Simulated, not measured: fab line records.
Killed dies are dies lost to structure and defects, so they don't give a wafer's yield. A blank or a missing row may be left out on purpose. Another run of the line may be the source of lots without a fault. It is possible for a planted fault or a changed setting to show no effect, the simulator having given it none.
Check of tool commonality -- flow gf180mcu -- 14 lots and 42 wafers in the sample

WHY THIS WAS OPENED
2 of 14 lots carry a flag on the reading MVSD_TW at GF_MVSD_TW_MEAS_11. Wafers without a fault read 1573, standard deviation 10.
Rule: a lot gets a flag if all its wafers with a number sit over 4 standard deviations from that mean, or if no wafer of it has a number. All remaining lots are regarded as sound.

lot,measured,on,"MVSD_TW, wafer by wafer",flag
L752,day 4 14:44,filmMetro-03,1558 1554 1559,
L753,day 4 18:16,filmMetro-03,1558 1565 1558,
L755,day 5 05:07,filmMetro-02,1574 1571 1590,
L756,day 5 10:39,filmMetro-02,1580 1574 1568,
L761,day 6 14:46,filmMetro-03,1569 1565 1561,
L762,day 6 19:19,filmMetro-04,1581 1585 1585,
L764,day 7 08:42,filmMetro-03,1497 1491 1489,FLAGGED
L765,day 7 14:23,filmMetro-02,1511 1509 1518,FLAGGED
L766,day 7 20:16,filmMetro-03,1560 1562 1560,
L768,day 8 07:49,filmMetro-02,1563 1566 1563,
L770,day 8 17:33,filmMetro-04,1585 1594 1592,
L773,day 9 14:38,filmMetro-04,1566 1570 1567,
L774,day 9 18:01,filmMetro-03,1580 1584 1589,
L775,day 10 00:04,filmMetro-02,1577 1588 1582,
The numbers of the flagged lots are 1502 on average: -70 against the usual, or -7 standard deviations.

WHICH TOOL EACH LOT WENT THROUGH
The record holds 1 process step before the reading, out of a route of 602 steps. Every cell lists first the tool, next ch and the chambers used by the sampled wafers, and last the start.
lot,flag,GF_MVSD_IMPLANT_09
L752,,"implanter-02 ch 0, day 4 14:29"
L753,,"implanter-02 ch 0, day 4 18:02"
L755,,"implanter-02 ch 0, day 5 04:53"
L756,,"implanter-02 ch 0, day 5 10:24"
L761,,"implanter-01 ch 0, day 6 14:33"
L762,,"implanter-02 ch 0, day 6 19:05"
L764,FLAGGED,"implanter-02, day 7 08:28"
L765,FLAGGED,"implanter-01, day 7 14:08"
L766,,"implanter-04 ch 0, day 7 20:02"
L768,,"implanter-01 ch 0, day 8 07:35"
L770,,"implanter-04 ch 0, day 8 17:19"
L773,,"implanter-02 ch 0, day 9 14:23"
L774,,"implanter-02 ch 0, day 9 17:47"
L775,,"implanter-02 ch 0, day 9 23:50"
These steps, and what they do:
- GF_MVSD_IMPLANT_09
- GF_MVSD_TW_MEAS_11

FLAGGED OVER TOTAL, TOOL BY TOOL (the gauges that took the reading come last)
step,tool,lots run,flagged,share of the flagged lots,sound lots run after its first flagged lot
GF_MVSD_IMPLANT_09,implanter-01,3,1,some,1 (L768)
GF_MVSD_IMPLANT_09,implanter-02,9,1,some,"3 (L773,L774,L775)"
GF_MVSD_IMPLANT_09,implanter-04,2,0,none,-
GF_MVSD_TW_MEAS_11,filmMetro-02,5,1,some,"2 (L768,L775)"
GF_MVSD_TW_MEAS_11,filmMetro-03,6,1,some,"2 (L766,L774)"
GF_MVSD_TW_MEAS_11,filmMetro-04,3,0,none,-

WHAT THE TABLE PERMITS
No row of the table ran every flagged lot.

WHAT THE SIMULATOR PUT IN
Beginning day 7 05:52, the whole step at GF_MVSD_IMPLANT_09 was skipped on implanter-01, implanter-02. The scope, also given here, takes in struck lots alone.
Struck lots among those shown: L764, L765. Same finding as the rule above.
